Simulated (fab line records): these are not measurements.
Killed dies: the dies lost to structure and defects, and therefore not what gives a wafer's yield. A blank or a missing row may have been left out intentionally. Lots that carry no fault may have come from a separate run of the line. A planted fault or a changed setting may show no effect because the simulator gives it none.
One fault through the eyes of 2 desks / flow sky130 / each desk has only its own numbers; what lay behind them comes last

== AT THE TOOL OWNER'S DESK: rieSi-01 ==
The tool's own readings at SKY_FIELD_ISO_ETCH_17 (etches Si in HBr/Cl2/O2, target depth 342 nm, time 97.7 s): means of the sampled wafers that have a number, for each lot that ran on this tool. A lot is out of limits, marked OUT, if its mean lies more than 4 standard deviations from the usual mean; the brackets give that distance.
Columns: A = drypumpMotorCurrentA at SKY_FIELD_ISO_ETCH_17, usual 5.6 A; B = oesProductAu at SKY_FIELD_ISO_ETCH_17, usual 1.002 a.u.; C = rfFwdPowerW at SKY_FIELD_ISO_ETCH_17, usual 596.7 W; D = runLengthS at SKY_FIELD_ISO_ETCH_17, usual 126.1 s; E = throttleValvePct at SKY_FIELD_ISO_ETCH_17, usual 25.653 %
lot=L697; first seen here=day 3 16:10; A=5.5; B=0.992; C=597.4; D=126.1; E=25.657
lot=L699; first seen here=day 4 00:04; A=5.9; B=1.008; C=598.5; D=126.1; E=25.645
lot=L701; first seen here=day 4 08:38; A=5.9; B=0.996; C=596.9; D=126.0; E=25.661
lot=L703; first seen here=day 4 19:14; A=5.2; B=1.003; C=594.9; D=125.9; E=25.659
lot=L704; first seen here=day 5 02:49; A=5.9; B=1.001; C=596.6; D=126.3; E=25.663
lot=L711; first seen here=day 6 13:23; A=6.0; B=1.007; C=596.4; D=127.2; E=25.642
This desk's finding: nothing out of limits on any of the 6 lots.

== THE METROLOGY DESK ==
What the gauges read for every lot (on any tool): the sampled wafers with a number, averaged. A lot is out of limits, marked OUT, if its mean lies more than 4 standard deviations from the usual mean; the brackets give that distance.
Columns: A = FIELD_ISO_CVD_03_THK at SKY_FIELD_ISO_THK_MEAS_04, usual 164.1 nm
lot=L694; first seen here=day 2 06:32; A=165.7
lot=L696; first seen here=day 2 16:15; A=160.9
lot=L697; first seen here=day 2 23:54; A=162.2
lot=L698; first seen here=day 3 02:44; A=160.5
lot=L699; first seen here=day 3 06:47; A=165.6
lot=L700; first seen here=day 3 11:12; A=161.7
lot=L701; first seen here=day 3 15:29; A=163.6
lot=L702; first seen here=day 3 20:53; A=162.7
lot=L703; first seen here=day 4 02:25; A=164.3
lot=L704; first seen here=day 4 09:02; A=163.5
lot=L705; first seen here=day 4 13:04; A=164.4
lot=L711; first seen here=day 5 17:29; A=166.4
This desk's finding: nothing out of limits on any of the 12 lots.

== ALL TOGETHER ==
The desk of the tool owner found nothing out of limits.
Nothing out of limits was seen by the metrology desk.

== WHAT THE SIMULATOR HAD PUT IN ==
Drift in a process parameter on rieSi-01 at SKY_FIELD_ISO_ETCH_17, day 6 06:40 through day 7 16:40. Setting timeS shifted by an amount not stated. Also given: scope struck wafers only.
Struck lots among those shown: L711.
